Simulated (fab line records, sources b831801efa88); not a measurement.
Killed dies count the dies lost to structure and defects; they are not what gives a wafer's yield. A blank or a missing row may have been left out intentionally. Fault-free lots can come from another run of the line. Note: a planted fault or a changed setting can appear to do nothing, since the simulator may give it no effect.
Which tool did it?	flow gf180mcu	72 wafers from 24 lots sampled at 4 of the route's 602 steps

WHAT THE GAUGES SHOWED, per wafer
GF_M1_OVL_MEAS_15. Usual: M1_OVL 1 nm, standard deviation 5.5.
lot	measured	on	M1_OVL (nm)	flag
L074	day 17 03:08	overlay-02	5 4 2	
L075	day 17 13:29	overlay-01	11 11 4	
L076	day 17 23:32	overlay-02	2 -5 -1	
L077	day 18 02:11	overlay-01	-2 1 1	
L078	day 18 17:29	overlay-01	8 16 6	
L079	day 19 01:22	overlay-01	-12 -7 -10	
L080	day 19 10:41	overlay-01	1 -5 2	
L081	day 19 14:41	overlay-02	2 3 0	
L082	day 20 10:29	overlay-01	4 4 -7	
L083	day 20 14:17	overlay-02	-2 -4 5	
L084	day 20 23:08	overlay-02	-5 -3 2	
L085	day 21 10:26	overlay-01	-2 1 7	
L086	day 21 12:11	overlay-01	9 5 2	
L087	day 21 23:01	overlay-02	7 5 3	
L088	day 22 03:53	overlay-02	3 -4 5	
L089	day 23 00:41	overlay-01	-5 -8 1	
L090	day 23 04:35	overlay-01	-3 -5 -4	
L091	day 23 14:14	overlay-01	6 4 5	
L092	day 23 17:53	overlay-01	-7 1 -2	
L093	day 23 22:34	overlay-01	7 0 4	
L094	day 24 05:26	overlay-02	12 8 3	
L095	day 24 13:29	overlay-01	-1 -3 4	
L096	day 25 01:48	overlay-01	-2 -4 -1	
L097	day 25 04:11	overlay-02	-9 -2 -3	

GF_V2_OVL_MEAS_15. Usual: V2_OVL 0 nm, standard deviation 6.5.
lot	measured	on	V2_OVL (nm)	flag
L074	day 20 06:53	overlay-02	3 -3 -4	
L075	day 20 17:28	overlay-01	3 -7 2	
L076	day 21 04:29	overlay-01	-6 1 8	
L077	day 21 07:08	overlay-01	5 -4 -7	
L078	day 21 23:14	overlay-02	2 -6 -1	
L079	day 22 06:53	overlay-02	2 2 5	
L080	day 22 14:14	overlay-02	5 -6 2	
L081	day 22 18:20	overlay-02	-4 -10 -3	
L082	day 23 13:32	overlay-02	11 3 -6	
L083	day 23 16:29	overlay-02	-19 -12 -1	
L084	day 24 00:53	overlay-02	7 10 3	
L085	day 24 11:56	overlay-01	3 -4 2	
L086	day 24 13:51	overlay-01	1 -2 5	
L087	day 24 22:50	overlay-02	4 9 12	
L088	day 25 02:53	overlay-01	12 1 -8	
L089	day 25 22:44	overlay-02	-12 -5 -13	
L090	day 26 01:26	overlay-01	-8 -5 1	
L091	day 26 11:46	overlay-02	10 -7 6	
L092	day 26 14:20	overlay-01	-4 -3 2	
L093	day 26 18:44	overlay-01	-1 -4 12	
L094	day 27 01:38	overlay-01	6 6 6	
L095	day 27 09:02	overlay-01	4 2 0	
L096	day 27 19:12	overlay-01	-6 -2 -10	
L097	day 27 23:14	overlay-01	-3 2 -7	

GF_M3_THK_MEAS_06: measures by xrf. Usual: M3_ALCU_THK 449 nm, standard deviation 5.4.
lot	measured	on	M3_ALCU_THK (nm)	flag
L074	day 20 08:38	film_metro-04	446 451 439	
L075	day 20 19:14	film_metro-01	441 445 446	
L076	day 21 06:16	film_metro-03	453 451 445	
L077	day 21 08:52	film_metro-01	454 456 455	
L078	day 22 01:01	film_metro-04	445 446 453	
L079	day 22 08:37	film_metro-04	446 446 450	
L080	day 22 15:58	film_metro-03	452 443 450	
L081	day 22 20:05	film_metro-01	452 442 452	
L082	day 23 15:17	film_metro-03	444 445 439	
L083	day 23 18:14	film_metro-03	445 450 442	
L084	day 24 02:37	film_metro-04	455 446 450	
L085	day 24 13:40	film_metro-01	457 456 452	
L086	day 24 15:35	film_metro-01	459 447 452	
L087	day 25 00:49	film_metro-01	460 454 449	
L088	day 25 04:39	film_metro-03	450 455 445	
L089	day 26 00:28	film_metro-01	442 441 443	
L090	day 26 03:10	film_metro-01	452 455 458	
L091	day 26 13:31	film_metro-04	450 448 449	
L092	day 26 16:05	film_metro-01	451 448 457	
L093	day 26 20:30	film_metro-04	445 454 445	
L094	day 27 03:37	film_metro-01	444 445 456	
L095	day 27 10:46	film_metro-04	437 436 445	
L096	day 27 20:56	film_metro-04	460 455 454	
L097	day 28 00:58	film_metro-03	444 442 443	

WHICH TOOL RAN EACH LOT (tool, then ch and the chambers of the sampled wafers, then the start)
lot	GF_M2_SPUTTER_01
L074	pvd_sputter-02, day 18 05:07
L075	pvd_sputter-02, day 18 15:05
L076	pvd_sputter-02, day 19 02:13
L077	pvd_sputter-03, day 19 05:25
L078	pvd_sputter-03, day 19 20:58
L079	pvd_sputter-03, day 20 05:00
L080	pvd_sputter-03, day 20 13:22
L081	pvd_sputter-02, day 20 17:22
L082	pvd_sputter-02, day 21 13:03
L083	pvd_sputter-03, day 21 17:20
L084	pvd_sputter-03, day 22 01:43
L085	pvd_sputter-03, day 22 13:04
L086	pvd_sputter-03, day 22 14:19
L087	pvd_sputter-02, day 23 01:04
L088	pvd_sputter-02, day 23 05:53
L089	pvd_sputter-03, day 24 01:49
L090	pvd_sputter-02, day 24 05:50
L091	pvd_sputter-02, day 24 16:11
L092	pvd_sputter-01, day 24 18:28
L093	pvd_sputter-01, day 24 23:07
L094	pvd_sputter-03, day 25 06:32
L095	pvd_sputter-03, day 25 14:19
L096	pvd_sputter-02, day 26 01:16
L097	pvd_sputter-02, day 26 03:57
- GF_M2_SPUTTER_01: material TiN, target thk 30 nm, time 25 s.

AS READ BY THE TOOLS THEMSELVES (means over the sampled wafers that have a number; for cases with no such wafer, the mark the record gives instead)
GF_M2_SPUTTER_01. Usual: throttle_valve_pct reads 30.1 % (standard deviation 0.8).
lot	tool	throttle_valve_pct (%)	flag
L074	pvd_sputter-02	30.7	
L075	pvd_sputter-02	30.7	
L076	pvd_sputter-02	30.3	
L077	pvd_sputter-03	29.6	
L078	pvd_sputter-03	29.4	
L079	pvd_sputter-03	30.0	
L080	pvd_sputter-03	29.9	
L081	pvd_sputter-02	30.4	
L082	pvd_sputter-02	30.6	
L083	pvd_sputter-03	30.2	
L084	pvd_sputter-03	29.9	
L085	pvd_sputter-03	29.6	
L086	pvd_sputter-03	29.9	
L087	pvd_sputter-02	30.1	
L088	pvd_sputter-02	30.3	
L089	pvd_sputter-03	29.9	
L090	pvd_sputter-02	30.1	
L091	pvd_sputter-02	29.9	
L092	pvd_sputter-01	29.7	
L093	pvd_sputter-01	29.7	
L094	pvd_sputter-03	29.9	
L095	pvd_sputter-03	29.9	
L096	pvd_sputter-02	30.4	
L097	pvd_sputter-02	29.7	

THE ANSWER, worked out from the rows above alone
Rule: a lot is off if the mean of its wafers that have a number lies more than 3 standard deviations from the usual mean. Also off: a lot with no number at a reading for which 4 or more lots have one. The other lots that the step has rows for count as sound. After the gauges, taken in route order, come the tools' own readings; for these a lot's mean is taken, as printed above. At the first step where some lot is off, the reading lying furthest off is the one used; lots without a number count as furthest.
No lot is off at any reading shown: from this, nothing can be told.

WHAT HAD BEEN PUT IN BY THE SIMULATOR
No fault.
